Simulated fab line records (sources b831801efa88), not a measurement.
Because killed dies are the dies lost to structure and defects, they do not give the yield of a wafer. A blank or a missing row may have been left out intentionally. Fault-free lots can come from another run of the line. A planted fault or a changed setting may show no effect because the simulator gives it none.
fab line records    flow sky130
[record] lots = 14  wafers = 42  lastDay = 50
route steps=708 shown SONOS_ONO@169 LDD_N@248 PAD_OPEN@708
lots untouched by any fault: they come from a run of this same line in which no faults occurred
startH: hours from the record's opening day to when the first of the lot's shown wafers began    waitH: hours from the lot's prior step to this one    " same as the row above    L1.1+2: several wafers, shown together as one row    - no value present, or no start provided    * or withheld: withheld    < > ~ a bound
route shown NAME@n: NAME is a module with steps in the file, n the number in the route of the first one    usual: the fault-free wafers' mean and standard deviation    same: alike in all rows    chamber/n: place in a boat    sites: the reading at each site    _std_site: how widely they spread, as a standard deviation    _edge_site: inner sites' mean taken away from outer sites' mean    radiusMm: how far each site lies from the wafer's centre    mask NAME#n: copy n    behind: the tool/chamber that last shaped the wafer    hold: why the lot was held/for how many hours/how that ended    device: the n, p or np transistor that did not switch    end of line: the tests these same wafers got at the end of their route    step lacking rows: just its recipe    killed: at the first sort, the dies lost to defects and structure; wafer yield is something else    map: a wafer's dies, marking killed ones x, the rest . and places with no die _
set.NAME: the setting the step ran with; set.NAME@STEP: the setting that earlier step ran with    model.NAME: the simulator's own value behind a step, which no gauge read
a sample of lots followed through the steps of the route, with each step as a table and each wafer as a row
services: a tool's chamber out of use, with start hour (startH, from the record's first day; less than 0 if before it), hours out, and reason
[[steps]]
[step SKY_SONOS_ONO_THK_MEAS_01]
[recipe] reads = SiO2_of_SONOS_ONO_OXIDATION_00
[usual] SONOS_ONO_OXIDATION_THK = 2.61/0.05
lot.wafer  tool          chamber  startH  waitH  SONOS_ONO_OXIDATION_THK[nm]
L963.2     filmMetro-02  -        267.99  0.0    2.67
L963.3     "             -        "       "      2.56
L963.4     "             -        "       "      2.62
L964.1     filmMetro-02  -        276.12  0.0    2.59
L964.4     "             -        "       "      2.60
L964.5     "             -        "       "      2.53
L965.1     filmMetro-01  -        281.31  0.0    2.71
L965.2     "             -        "       "      2.64
L965.4     "             -        "       "      2.66
L966.1     filmMetro-03  -        301.06  0.0    2.54
L966.2     "             -        "       "      2.62
L966.5     "             -        "       "      2.70
L967.2     filmMetro-01  -        301.07  0.0    2.57
L967.3     "             -        "       "      2.60
L967.5     "             -        "       "      2.57
L971.1     filmMetro-02  -        333.48  0.0    2.56
L971.2     "             -        "       "      2.53
L971.4     "             -        "       "      2.61
L974.1     filmMetro-02  -        354.66  0.0    2.59
L974.3     "             -        "       "      2.61
L974.5     "             -        "       "      2.66
L975.1     filmMetro-01  -        361.18  0.0    2.61
L975.3     "             -        "       "      2.61
L975.6     "             -        "       "      2.64
L978.2     filmMetro-01  -        384.01  0.0    2.68
L978.4     "             -        "       "      2.71
L978.6     "             -        "       "      2.61
L979.2     filmMetro-03  -        400.10  0.0    2.53
L979.3     "             -        "       "      2.60
L979.5     "             -        "       "      2.57
L980.4     filmMetro-03  -        405.80  0.0    2.62
L980.5     "             -        "       "      2.59
L980.6     "             -        "       "      2.55
L981.2     filmMetro-01  -        408.62  0.0    2.67
L981.4     "             -        "       "      2.67
L981.6     "             -        "       "      2.63
L983.1     filmMetro-03  -        423.22  0.0    2.63
L983.3     "             -        "       "      2.57
L983.5     "             -        "       "      2.60
L984.1     filmMetro-03  -        437.01  0.0    2.66
L984.2     "             -        "       "      2.71
L984.6     "             -        "       "      2.67
[step SKY_SONOS_ONO_THK_MEAS_03]
[recipe] reads = Si3N4_of_SONOS_ONO_CVD_02
[usual] SONOS_ONO_CVD_02_THK = 10.49/0.15
lot.wafer  tool          chamber  startH  waitH  SONOS_ONO_CVD_02_THK[nm]
L963.2     filmMetro-02  -        272.68  0.0    10.68
L963.3     "             -        "       "      10.86
L963.4     "             -        "       "      10.75
L964.1     filmMetro-02  -        278.13  0.0    10.52
L964.4     "             -        "       "      10.52
L964.5     "             -        "       "      10.39
L965.1     filmMetro-03  -        282.42  0.0    10.45
L965.2     "             -        "       "      10.63
L965.4     "             -        "       "      10.39
L966.1     filmMetro-03  -        302.17  0.0    10.60
L966.2     "             -        "       "      10.51
L966.5     "             -        "       "      10.57
L967.2     filmMetro-02  -        302.18  0.0    10.45
L967.3     "             -        "       "      10.58
L967.5     "             -        "       "      10.39
L971.1     filmMetro-03  -        336.39  0.0    10.53
L971.2     "             -        "       "      10.58
L971.4     "             -        "       "      10.63
L974.1     filmMetro-02  -        357.74  0.0    10.33
L974.3     "             -        "       "      10.25
L974.5     "             -        "       "      10.18
L975.1     filmMetro-01  -        362.29  0.0    10.56
L975.3     "             -        "       "      10.41
L975.6     "             -        "       "      10.51
L978.2     filmMetro-02  -        385.74  0.0    10.58
L978.4     "             -        "       "      10.53
L978.6     "             -        "       "      10.50
L979.2     filmMetro-03  -        402.59  0.0    10.34
L979.3     "             -        "       "      10.29
L979.5     "             -        "       "      10.21
L980.4     filmMetro-03  -        407.29  0.0    10.42
L980.5     "             -        "       "      10.52
L980.6     "             -        "       "      10.46
L981.2     filmMetro-03  -        411.32  0.0    10.59
L981.4     "             -        "       "      10.56
L981.6     "             -        "       "      10.46
L983.1     filmMetro-01  -        426.97  0.0    10.65
L983.3     "             -        "       "      10.64
L983.5     "             -        "       "      10.63
L984.1     filmMetro-02  -        438.12  0.0    10.46
L984.2     "             -        "       "      10.47
L984.6     "             -        "       "      10.35
[step SKY_LDD_N_IMPLANT_11]
[recipe] species = As  energyKev = 20  doseCm2 = 7.5e+13  tiltDeg = withheld  rotationDeg = 293
[usual] beamEnergyKeV = 20.001/0.0057
lot.wafer  tool          chamber  startH  waitH  beamEnergyKeV
L963.2     implanter-02  0        422.03  0.1    20.007
L963.3     "             0        "       "      20.002
L963.4     "             0        "       "      20.008
L964.1     implanter-03  0        428.25  0.1    20.000
L964.4     "             0        "       "      20.001
L964.5     "             0        "       "      19.996
L965.1     implanter-04  0        432.20  0.1    20.008
L965.2     "             0        "       "      20.006
L965.4     "             0        "       "      20.001
L967.2     implanter-02  0        456.53  0.1    19.999
L967.3     "             0        "       "      19.996
L967.5     "             0        "       "      19.998
L966.1     implanter-04  0        459.74  0.1    20.003
L966.2     "             0        "       "      20.000
L966.5     "             0        "       "      20.008
L971.1     implanter-03  0        499.94  0.1    20.005
L971.2     "             0        "       "      19.998
L971.4     "             0        "       "      20.006
L975.1     implanter-04  0        525.25  0.1    20.004
L975.3     "             0        "       "      19.998
L975.6     "             0        "       "      20.002
L974.1     implanter-03  0        526.79  0.1    21.726
L974.3     "             0        "       "      21.725
L974.5     "             0        "       "      21.726
L978.2     implanter-03  0        550.23  0.1    21.724
L978.4     "             0        "       "      21.731
L978.6     "             0        "       "      21.735
L979.2     implanter-02  0        567.03  0.1    19.996
L979.3     "             0        "       "      20.001
L979.5     "             0        "       "      19.997
L980.4     implanter-02  0        572.21  0.1    19.994
L980.5     "             0        "       "      19.984
L980.6     "             0        "       "      19.994
L981.2     implanter-02  0        577.38  0.1    20.014
L981.4     "             0        "       "      20.005
L981.6     "             0        "       "      20.010
L983.1     implanter-02  0        588.49  0.1    20.003
L983.3     "             0        "       "      20.005
L983.5     "             0        "       "      20.009
L984.1     implanter-02  0        603.54  0.1    20.001
L984.2     "             0        "       "      20.000
L984.6     "             0        "       "      19.993
[step SKY_LDD_N_TW_MEAS_17]
[usual] LDD_N_TW = 2592/33
lot.wafer  tool          chamber  startH  waitH  LDD_N_TW
L963.2     filmMetro-02  -        422.86  0.1    2552
L963.3     "             -        "       "      2555
L963.4     "             -        "       "      2545
L964.1     filmMetro-03  -        429.10  0.1    2620
L964.4     "             -        "       "      2611
L964.5     "             -        "       "      2616
L965.1     filmMetro-03  -        433.05  0.1    2600
L965.2     "             -        "       "      2606
L965.4     "             -        "       "      2610
L967.2     filmMetro-03  -        457.36  0.1    2588
L967.3     "             -        "       "      2594
L967.5     "             -        "       "      2584
L966.1     filmMetro-02  -        460.59  0.1    2545
L966.2     "             -        "       "      2540
L966.5     "             -        "       "      2534
L971.1     filmMetro-01  -        500.79  0.1    2621
L971.2     "             -        "       "      2622
L971.4     "             -        "       "      2617
L974.1     filmMetro-01  -        527.64  0.1    2631
L974.3     "             -        "       "      2653
L974.5     "             -        "       "      2636
L975.1     filmMetro-01  -        529.04  0.1    2615
L975.3     "             -        "       "      2612
L975.6     "             -        "       "      2613
L978.2     filmMetro-01  -        551.06  0.1    2615
L978.4     "             -        "       "      2629
L978.6     "             -        "       "      2621
L979.2     filmMetro-01  -        567.86  0.1    2634
L979.3     "             -        "       "      2630
L979.5     "             -        "       "      2632
L980.4     filmMetro-02  -        573.02  0.1    2554
L980.5     "             -        "       "      2557
L980.6     "             -        "       "      2554
L981.2     filmMetro-01  -        578.21  0.1    2624
L981.4     "             -        "       "      2627
L981.6     "             -        "       "      2607
L983.1     filmMetro-01  -        589.34  0.1    2620
L983.3     "             -        "       "      2615
L983.5     "             -        "       "      2616
L984.1     filmMetro-02  -        604.39  0.1    2560
L984.2     "             -        "       "      2559
L984.6     "             -        "       "      2560
[step SKY_PAD_OPEN_PROBE_99]
[usual] killed_at_M0_to_M3 = 43/7.1  killed_at_M4_up = 3/1.7  killedAtContacts = 25/5.6  killedAtFrontEnd = 16/4.1  killedAtOther = 0.2/0.49  killedDies = 87/9.8  killedOpen = 47/7.6  killedShort = 40/6.1
[same] grossDies = 492  killedAtBackSide = 0
lot.wafer  tool       chamber  startH   waitH  killed_at_M0_to_M3  killed_at_M4_up  killedAtContacts  killedAtFrontEnd  killedAtOther  killedDies  killedOpen  killedShort
L964.1     prober-02  -        1091.47  0.1    38                  1                23                11                0              73          41          32
L964.4     prober-02  -        1091.62  0.2    30                  2                36                14                2              84          48          36
L964.5     prober-02  -        1091.67  0.2    47                  3                22                10                0              82          37          45
L971.1     prober-01  -        1138.64  0.1    48                  5                22                14                0              89          46          43
L971.2     prober-01  -        1138.69  0.1    39                  2                25                20                0              86          54          32
L971.4     prober-01  -        1138.79  0.2    48                  1                22                17                1              89          50          39
L978.2     prober-01  -        1169.62  0.1    38                  2                20                18                0              78          33          45
L978.4     prober-01  -        1169.72  0.2    55                  1                30                24                0              110         67          43
L978.6     prober-01  -        1169.82  0.2    55                  4                35                12                0              106         57          49
L979.2     prober-02  -        1178.86  0.1    46                  7                22                11                0              86          55          31
L979.3     prober-02  -        1178.91  0.2    46                  5                23                16                0              90          45          45
L979.5     prober-02  -        1179.01  0.2    43                  2                24                15                0              84          41          43
L980.4     prober-01  -        1185.39  0.2    38                  3                26                14                0              81          38          43
L980.5     prober-01  -        1185.44  0.2    56                  1                29                11                0              97          48          49
L980.6     prober-01  -        1185.49  0.2    41                  3                25                17                0              86          46          40
L981.2     prober-02  -        1185.82  0.1    59                  6                32                10                1              108         56          52
L981.4     prober-02  -        1185.92  0.2    34                  2                36                9                 0              81          39          42
L981.6     prober-02  -        1186.02  0.2    30                  3                20                15                1              69          40          29
L984.1     prober-01  -        1198.16  0.1    44                  2                28                19                0              93          41          52
L984.2     prober-01  -        1198.21  0.1    45                  1                29                19                0              94          50          44
L984.6     prober-01  -        1198.41  0.2    40                  3                29                14                0              86          55          31
// killed by level:class
L964.1 LI_CONTACT:geometricParticle:open=8 VIA3:geometricParticle:open=8 CONTACT:geometricParticle:open=6 CONTACT:geometricParticle:short=5 VIA1:geometricParticle:short=5 VIA1:geometricParticle:open=5 VIA2:geometricParticle:open=4 FIELD_ISO:geometricParticle:short=3
L964.4 CONTACT:geometricParticle:open=13 VIA3:geometricParticle:open=10 LI_CONTACT:geometricParticle:open=8 CONTACT:geometricParticle:short=6 VIA1:geometricParticle:open=6 LOCAL_INTERCONNECT:geometricParticle:short=5 FIELD_ISO:geometricParticle:short=3 FIELD_ISO:geometricParticle:open=3
L964.5 VIA1:geometricParticle:open=11 CONTACT:geometricParticle:open=7 METAL3:geometricParticle:short=7 VIA3:geometricParticle:open=6 LI_CONTACT:geometricParticle:open=5 VIA1:geometricParticle:short=5 VIA2:geometricParticle:open=5 FIELD_ISO:geometricParticle:short=4
L971.1 LI_CONTACT:geometricParticle:open=8 VIA3:geometricParticle:open=7 VIA2:geometricParticle:open=7 VIA1:geometricParticle:open=7 METAL1:geometricParticle:short=6 POLY_GATE:geometricParticle:open=5 CONTACT:geometricParticle:short=5 VIA2:geometricParticle:short=5
L971.2 VIA1:geometricParticle:open=9 LI_CONTACT:geometricParticle:open=9 CONTACT:geometricParticle:open=9 POLY_GATE:geometricParticle:short=7 FIELD_ISO:geometricParticle:open=6 METAL1:geometricParticle:short=6 METAL2:geometricParticle:open=6 VIA3:geometricParticle:open=6
L971.4 VIA1:geometricParticle:open=10 VIA3:geometricParticle:open=8 VIA2:geometricParticle:open=8 LI_CONTACT:geometricParticle:open=7 CONTACT:geometricParticle:open=7 METAL2:geometricParticle:short=7 POLY_GATE:geometricParticle:open=5 POLY_GATE:geometricParticle:short=5
L978.2 LI_CONTACT:geometricParticle:open=8 FIELD_ISO:geometricParticle:short=7 VIA1:geometricParticle:short=7 CONTACT:geometricParticle:short=6 VIA3:geometricParticle:open=6 FIELD_ISO:geometricParticle:open=5 VIA1:geometricParticle:open=4 VIA2:geometricParticle:short=4
L978.4 VIA1:geometricParticle:open=17 CONTACT:geometricParticle:open=10 VIA3:geometricParticle:open=9 LI_CONTACT:geometricParticle:open=8 FIELD_ISO:geometricParticle:short=7 VIA2:geometricParticle:open=6 METAL2:geometricParticle:short=6 METAL3:geometricParticle:short=6
L978.6 VIA1:geometricParticle:open=12 VIA1:geometricParticle:short=12 CONTACT:geometricParticle:open=11 METAL2:geometricParticle:short=7 CONTACT:geometricParticle:short=6 LI_CONTACT:geometricParticle:open=6 LOCAL_INTERCONNECT:geometricParticle:short=6 VIA3:geometricParticle:open=6
L979.2 VIA1:geometricParticle:open=10 CONTACT:geometricParticle:open=10 VIA2:geometricParticle:open=9 LI_CONTACT:geometricParticle:open=7 METAL1:geometricParticle:short=6 VIA3:geometricParticle:open=6 METAL4:geometricParticle:short=5 METAL3:geometricParticle:short=4
L979.3 VIA1:geometricParticle:open=13 METAL2:geometricParticle:short=7 LI_CONTACT:geometricParticle:open=6 LOCAL_INTERCONNECT:geometricParticle:short=6 POLY_GATE:geometricParticle:short=5 METAL1:geometricParticle:short=5 VIA3:geometricParticle:open=5 CONTACT:geometricParticle:open=4
L979.5 VIA1:geometricParticle:open=13 CONTACT:geometricParticle:open=9 CONTACT:geometricParticle:short=7 VIA1:geometricParticle:short=7 VIA2:geometricParticle:short=6 FIELD_ISO:geometricParticle:open=5 LI_CONTACT:geometricParticle:open=5 METAL2:geometricParticle:short=5
L980.4 CONTACT:geometricParticle:short=9 LI_CONTACT:geometricParticle:open=7 CONTACT:geometricParticle:open=7 VIA1:geometricParticle:open=6 VIA3:geometricParticle:short=5 SPACER:geometricParticle:short=4 METAL2:geometricParticle:short=4 METAL1:geometricParticle:short=4
L980.5 VIA1:geometricParticle:open=16 CONTACT:geometricParticle:open=11 METAL1:geometricParticle:short=8 VIA3:geometricParticle:open=7 LI_CONTACT:geometricParticle:open=6 LOCAL_INTERCONNECT:geometricParticle:short=6 VIA1:geometricParticle:short=6 METAL3:geometricParticle:short=5
L980.6 CONTACT:geometricParticle:open=11 VIA1:geometricParticle:open=10 METAL1:geometricParticle:short=9 LI_CONTACT:geometricParticle:open=8 CONTACT:geometricParticle:short=5 VIA2:geometricParticle:short=4 VIA2:geometricParticle:open=4 FIELD_ISO:geometricParticle:short=3
L981.2 VIA3:geometricParticle:open=12 CONTACT:geometricParticle:open=12 LI_CONTACT:geometricParticle:open=8 VIA1:geometricParticle:open=8 VIA1:geometricParticle:short=7 METAL2:geometricParticle:short=6 FIELD_ISO:geometricParticle:short=5 METAL1:geometricParticle:short=5
L981.4 CONTACT:geometricParticle:open=11 LI_CONTACT:geometricParticle:open=9 CONTACT:geometricParticle:short=8 VIA3:geometricParticle:open=7 VIA1:geometricParticle:open=7 LOCAL_INTERCONNECT:geometricParticle:short=6 POLY_GATE:geometricParticle:short=5 METAL1:geometricParticle:short=5
L981.6 VIA1:geometricParticle:open=9 FIELD_ISO:geometricParticle:open=7 CONTACT:geometricParticle:open=6 VIA1:geometricParticle:short=5 VIA2:geometricParticle:open=5 POLY_GATE:geometricParticle:open=4 LOCAL_INTERCONNECT:geometricParticle:short=4 LI_CONTACT:geometricParticle:short=4
L984.1 CONTACT:geometricParticle:short=11 CONTACT:geometricParticle:open=8 VIA3:geometricParticle:open=7 VIA2:geometricParticle:open=7 FIELD_ISO:geometricParticle:short=6 VIA1:geometricParticle:short=6 VIA2:geometricParticle:short=5 VIA3:geometricParticle:short=5
L984.2 CONTACT:geometricParticle:open=12 VIA1:geometricParticle:open=11 VIA2:geometricParticle:short=7 FIELD_ISO:geometricParticle:short=6 CONTACT:geometricParticle:short=6 METAL2:geometricParticle:short=6 METAL1:geometricParticle:short=5 VIA3:geometricParticle:open=5
L984.6 LI_CONTACT:geometricParticle:open=14 VIA1:geometricParticle:open=8 VIA2:geometricParticle:open=8 VIA3:geometricParticle:open=7 CONTACT:geometricParticle:open=6 FIELD_ISO:geometricParticle:short=4 POLY_GATE:geometricParticle:short=4 METAL2:geometricParticle:short=4
[[services]]
tool          chamber  startH  hours  kind
implanter-04  -        411.34  1.2    repair
implanter-03  -        412.22  4.0    repair
implanter-04  -        497.57  2.1    repair
implanter-02  -        499.64  2.7    repair
implanter-02  -        523.09  0.7    repair
implanter-04  -        531.44  1.1    repair
implanter-02  -        547.96  2.4    repair
implanter-04  -        549.17  99.2   repair
implanter-03  -        590.04  0.6    repair
[[key]]
[firstSign] step = SKY_LDD_N_IMPLANT_11  reading = beamEnergyKeV  direction = up  sigmas = 99+  usual = *  struck = *
effect none on later readings
metAt SKY_LDD_N_IMPLANT_11
struckLots L974,L978
testerLeftOut L974,L978
notActingAt SKY_SONOS_ONO_THK_MEAS_01,SKY_SONOS_ONO_THK_MEAS_03,SKY_LDD_N_TW_MEAS_17
onsetBetween 499.94 526.79
[fault] kind = processParameterDrift  tool = implanter-03  chamber = -  onsetH = 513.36  steps = SKY_LDD_N_IMPLANT_11  channel = energyKev  offset = *  shape = step  endH = 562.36  actsIn = *  stated = *
// testerLeftOut: of these lots the tester's yield and bins aren't shown, on N5 and GAA mostly nor the transistor test; their killed dies are dies lost to structure and defects alone, not to doping, threshold or leakage, so they don't give the yield
